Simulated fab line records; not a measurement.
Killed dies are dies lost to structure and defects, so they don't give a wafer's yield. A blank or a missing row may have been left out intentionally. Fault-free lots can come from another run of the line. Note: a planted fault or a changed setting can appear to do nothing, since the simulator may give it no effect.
Comparing a struck lot with a sound one + flow sky130 + 16 out of 708 route steps
Sound: these wafers, L520.1, L520.4, L520.6. The struck wafers were L521.1, L521.2, L521.3. Last of all comes the cause.
For every step that has rows: the tool of each side, followed by ch and its chambers, followed by its first start. Under that, the readings that differ: sound wafers + struck wafers + difference of the means + sigmas: that difference in standard deviations of wafers without a fault.
alike: readings whose means differ by less than 2 such deviations, and words and numbers that are the same on both sides. not compared: withheld readings, readings that some wafer has no value for, bounds like >300 that may hide the same value, and numbers for which the record gives no deviation and whose values overlap.
The two part at a step that has a row with sigmas, a row that says differs or no value, or rows on one side only. When numbers do not overlap yet have no deviation, they are printed without sigmas and do not part them. A reading missing from all wafers of one side parts the sides only when that side holds two or more wafers.

SKY_METAL2_THK_MEAS_06: measures by xrf.
  sound on film_metro-02, day 35 19:49; struck on film_metro-02, day 35 13:59
  alike: METAL2_ALCU_THK
then, 8 steps without rows for these wafers: SKY_METAL2_DEHYDRATE_07 (time 60 s); SKY_METAL2_HMDS_08 (prime time 60 s); SKY_METAL2_COAT_09 (resist thk 60 nm); SKY_METAL2_COAT_10 (resist thk 450 nm); SKY_METAL2_SOFTBAKE_11 (time 90 s); SKY_METAL2_EXPOSE_12 (exposes mask MM2, target cd 140 nm); SKY_METAL2_PEB_13; SKY_METAL2_DEVELOP_14 (develop time 60 s).
SKY_METAL2_CD_MEAS_15: target cd 140 nm.
  sound on cd_sem-01, day 36 21:59; struck on cd_sem-01, day 36 16:18
| reading    | sound             | struck            | difference | sigmas |
|------------|-------------------|-------------------|------------|--------|
| cd_nm (nm) | 142.3 143.2 143.8 | 139.5 138.8 138.3 | -4.2       | -2     |
SKY_METAL2_OVL_MEAS_16:
  sound on overlay-02, day 36 22:06; struck on overlay-01, day 36 16:25
  alike: METAL2_OVL
SKY_METAL2_DESCUM_17: chemistry O2, time 8 s.
  sound on rie_metal-02 ch 0,1, day 36 22:08; struck on rie_metal-01 ch 0,1, day 36 16:28
| reading                     | sound       | struck      | difference | sigmas |
|-----------------------------|-------------|-------------|------------|--------|
| drypump_motor_current_A (A) | 6.3 6.5 6.3 | 5.1 5.4 5.4 | -1.1       | -2     |
  alike: oes_product_au
  not compared: rf_hours_counter_h
SKY_METAL2_ETCH_18: etches BARC in N2/H2, stops on SiO2, time 45.9 s, target depth 60 nm.
  sound on rie_metal-02 ch 0,1, day 36 22:10; struck on rie_metal-01 ch 0,1, day 36 16:29
| reading                                       | sound             | struck            | difference | sigmas |
|-----------------------------------------------|-------------------|-------------------|------------|--------|
| drypump_motor_current_A (A)                   | 6.3 6.5 6.3       | 5.1 5.4 5.4       | -1.1       | -2     |
| oes_product_au (a.u.)                         | 0.856 0.859 0.858 | 0.752 0.753 0.759 | -0.103     | -21    |
| run_length_s (s)                              | 73.2 73.8 73.8    | 85.9 85.8 85.1    | +12.0      | +32    |
| model.KrF-thick_of_METAL2_COAT_10.thk_nm (nm) | 392.4 392.5 392.3 | 382.4 381.9 381.8 | -10.4      |        |
  alike: n2_flow_sccm, throttle_valve_pct
  not compared: rf_hours_counter_h
SKY_METAL2_METAL_ETCH_19: etches the open film in Cl2/BCl3, stops on SiO2, target depth 360 nm, time 78 s.
  sound on rie_metal-02 ch 0,1, day 36 22:14; struck on rie_metal-01 ch 0,1, day 36 16:34
| reading                                       | sound           | struck            | difference | sigmas |
|-----------------------------------------------|-----------------|-------------------|------------|--------|
| drypump_motor_current_A (A)                   | 6.3 6.5 6.3     | 5.1 5.4 5.4       | -1.1       | -2     |
| model.KrF-thick_of_METAL2_COAT_10.thk_nm (nm) | 158.5 157.9 157 | 154.9 149.5 150.2 | -6.3       |        |
  alike: bcl3_flow_sccm, oes_product_au, run_length_s, throttle_valve_pct
  not compared: rf_hours_counter_h
SKY_METAL2_STRIP_20: strips in O2/N2.
  sound on plasma_asher-02 ch 0,1, day 36 22:19; struck on plasma_asher-03 ch 0,1, day 36 16:39
  alike: drypump_motor_current_A, n2_flow_sccm, oes_product_au, strip_time_to_endpoint_s
  not compared: rf_hours_counter_h
SKY_PAD_OPEN_PROBE_99:
  rows exist in the record for the sound wafers here (prober-02, day 47 01:57), none for the struck ones

## WHERE THEY PART
Earliest at SKY_METAL2_CD_MEAS_15; latest, in this record, at SKY_PAD_OPEN_PROBE_99.

WHY: whatever the simulator had introduced
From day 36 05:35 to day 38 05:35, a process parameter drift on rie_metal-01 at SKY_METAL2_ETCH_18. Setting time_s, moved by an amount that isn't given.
